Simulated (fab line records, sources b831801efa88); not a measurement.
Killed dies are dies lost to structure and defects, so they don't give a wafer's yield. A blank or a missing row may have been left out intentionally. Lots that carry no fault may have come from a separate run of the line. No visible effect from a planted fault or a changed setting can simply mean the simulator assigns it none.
A struck lot beside a sound one -- flow sky130 -- 46 out of 708 route steps
Sound: wafers L755.1, L755.2, L755.4. Struck: wafers L758.1, L758.2, L758.3. The cause is given at the end.
At each step with rows: each side's tool, then ch and its chambers, then its first start. Under that, the readings that differ: sound wafers -- struck wafers -- difference of the means -- sigmas: that difference in standard deviations of wafers without a fault.
alike: readings whose means differ by less than 2 such deviations, and words and numbers that are the same on both sides. not compared: withheld readings, readings that some wafer has no value for, bounds like >300 that may hide the same value, and numbers for which the record gives no deviation and whose values overlap.
Wherever a step has rows on one side only, a row that says differs or no value, or a row with sigmas, the two part there. Non-overlapping numbers with no deviation appear without sigmas and do not part them. Lack of a reading on every wafer of one side parts them only where that side has two or more wafers.

first, 8 steps without rows for these wafers: SKY_LDD_N_IMPLANT_08; SKY_LDD_N_IMPLANT_09; SKY_LDD_N_IMPLANT_10; SKY_LDD_N_IMPLANT_11; SKY_LDD_N_IMPLANT_12; SKY_LDD_N_IMPLANT_13; SKY_LDD_N_IMPLANT_14; SKY_LDD_N_IMPLANT_15.
SKY_LDD_N_STRIP_16: strips in O2/N2.
  sound on plasma-asher-02 ch 0,1, day 21 04:36; struck on plasma-asher-01 ch 0,1, day 22 19:10
  alike: drypump-motor-current-A, oes-product-au, strip-time-to-endpoint-s
  not compared: rf-hours-counter-h
SKY_LDD_N_TW_MEAS_17:
  sound on film-metro-03, day 21 04:42; struck on film-metro-03, day 22 19:16
  alike: LDD_N_TW
then, 2 steps without rows for these wafers: SKY_LDD_P_DEHYDRATE_00 (time 60 s); SKY_LDD_P_HMDS_01 (prime time 60 s).
SKY_LDD_P_COAT_02: resist thk 1140 nm.
  struck on litho-track-03, day 23 09:19; sound on litho-track-04 ch 0, day 21 18:55
  no value came back on the struck wafers for chill-plate-temp-C (C), dispense-pressure-kPa (kPa); on the sound wafers chill-plate-temp-C (C) reads 22.99 23.05 22.92
then, 4 steps without rows for these wafers: SKY_LDD_P_SOFTBAKE_03 (time 60 s); SKY_LDD_P_EXPOSE_04 (exposes mask PSDM, target cd 380 nm); SKY_LDD_P_PEB_05; SKY_LDD_P_DEVELOP_06 (develop time 60 s).
SKY_LDD_P_CD_MEAS_07 targets a cd of 380 nm.
  sound on cd-sem-02, day 22 10:40; struck on cd-sem-02, day 24 00:40
reading,sound,struck,difference,sigmas
cd-nm (nm),383.3 380.8 383.0,- - -,no value on the struck wafers,
SKY_LDD_P_OVL_MEAS_08:
  sound on overlay-01, day 22 10:47; struck on overlay-02, day 24 00:47
reading,sound,struck,difference,sigmas
LDD_P_OVL (nm),-0.9 -0.8 -0.3,- - -,no value on the struck wafers,
then, 1 step without rows for these wafers: SKY_LDD_P_IMPLANT_09.
SKY_LDD_P_STRIP_10: strips in O2/N2.
  sound on plasma-asher-02 ch 0,1, day 22 10:58; struck on plasma-asher-02 ch 0,1, day 24 00:58
  no value came back on the struck wafers for oes-product-au (a.u.), strip-time-to-endpoint-s (s); on the sound wafers oes-product-au (a.u.) reads 0.723 0.716 0.712
  alike: drypump-motor-current-A
  not compared: rf-hours-counter-h
SKY_LDD_P_TW_MEAS_11:
  sound on film-metro-01, day 22 11:04; struck on film-metro-01, day 24 01:04
  alike: LDD_P_TW
then, 7 steps without rows for these wafers: SKY_LDD_HVN_DEHYDRATE_00 (time 60 s); SKY_LDD_HVN_HMDS_01 (prime time 60 s); SKY_LDD_HVN_COAT_02 (resist thk 300 nm); SKY_LDD_HVN_SOFTBAKE_03 (time 60 s); SKY_LDD_HVN_EXPOSE_04 (exposes mask HVNTM, target cd 700 nm); SKY_LDD_HVN_PEB_05; SKY_LDD_HVN_DEVELOP_06 (develop time 60 s).
SKY_LDD_HVN_OVL_MEAS_07:
  sound on overlay-01, day 23 16:40; struck on overlay-01, day 25 07:07
reading,sound,struck,difference,sigmas
LDD_HVN_OVL (nm),-0.9 -1.1 -3.3,0.8 0.5 0.9,+2.5,+2
then, 1 step without rows for these wafers: SKY_LDD_HVN_IMPLANT_08.
SKY_LDD_HVN_STRIP_09: strips in O2/N2.
  sound on plasma-asher-02 ch 0,1, day 23 16:51; struck on plasma-asher-04 ch 0,1, day 25 07:18
  alike: drypump-motor-current-A, oes-product-au, strip-time-to-endpoint-s
  not compared: rf-hours-counter-h
SKY_LDD_HVN_TW_MEAS_10:
  sound on film-metro-02, day 23 16:57; struck on film-metro-04, day 25 07:24
reading,sound,struck,difference,sigmas
LDD_HVN_TW,1440 1439 1444,1470 1468 1469,+28,+4
then, 7 steps without rows for these wafers: SKY_LDD_HVP_DEHYDRATE_00 (time 60 s); SKY_LDD_HVP_HMDS_01 (prime time 60 s); SKY_LDD_HVP_COAT_02 (resist thk 300 nm); SKY_LDD_HVP_SOFTBAKE_03 (time 60 s); SKY_LDD_HVP_EXPOSE_04 (exposes mask HVPTM, target cd 700 nm); SKY_LDD_HVP_PEB_05; SKY_LDD_HVP_DEVELOP_06 (develop time 60 s).
SKY_LDD_HVP_OVL_MEAS_07:
  sound on overlay-01, day 24 21:40; struck on overlay-01, day 26 12:58
reading,sound,struck,difference,sigmas
LDD_HVP_OVL (nm),0.5 0.0 0.0,-2.3 -2.6 -3.8,-3.1,-2
then, 1 step without rows for these wafers: SKY_LDD_HVP_IMPLANT_08.
SKY_LDD_HVP_TW_MEAS_10:
  sound on film-metro-01, day 24 21:57; struck on film-metro-01, day 26 13:14
reading,sound,struck,difference,sigmas
LDD_HVP_TW,453.2 454.1 455.4,702.4 696.4 702.0,+246.0,+99 or more
SKY_LDD_LDN_TW_MEAS_13:
  sound on film-metro-04, day 26 03:49; struck on film-metro-04, day 27 18:32
reading,sound,struck,difference,sigmas
LDD_LDN_TW,1476 1467 1473,1504 1505 1505,+33,+5
-- the record jumps here: 4 days lie between the struck wafers' starts before and after (it left off in module LDD_LDN and takes up again in module RES_XHIGH, whose first step shown is number 341 of the route) --
SKY_RES_XHIGH_TW_MEAS_09:
  sound on film-metro-02, day 29 16:37; struck on film-metro-02, day 31 10:31
reading,sound,struck,difference,sigmas
RES_XHIGH_TW,1652 1643 1643,1672 1672 1668,+25,+2
-- the record jumps here: 18 days lie between the struck wafers' starts before and after (it left off in module RES_XHIGH and takes up again in module PAD_OPEN, whose first step shown is number 708 of the route) --
SKY_PAD_OPEN_PROBE_99:
  sound on prober-02, day 47 20:56; struck on prober-01, day 49 02:37
reading,sound,struck,difference,sigmas
killed-at-front-end,14 16 20,421 421 436,+409,+91
killed-dies,83 95 108,492 492 492,+397,+40
killed-on-rim,19 21 16,96 96 96,+77,+22
  alike: killed_at_M0_to_M3, killed_at_M4_up, killed-at-contacts, killed-at-other, killed-open, killed-short

## WHERE THEY PART
First at SKY_LDD_P_COAT_02; last, within this record, at SKY_PAD_OPEN_PROBE_99.

WHY: what the simulator had put in
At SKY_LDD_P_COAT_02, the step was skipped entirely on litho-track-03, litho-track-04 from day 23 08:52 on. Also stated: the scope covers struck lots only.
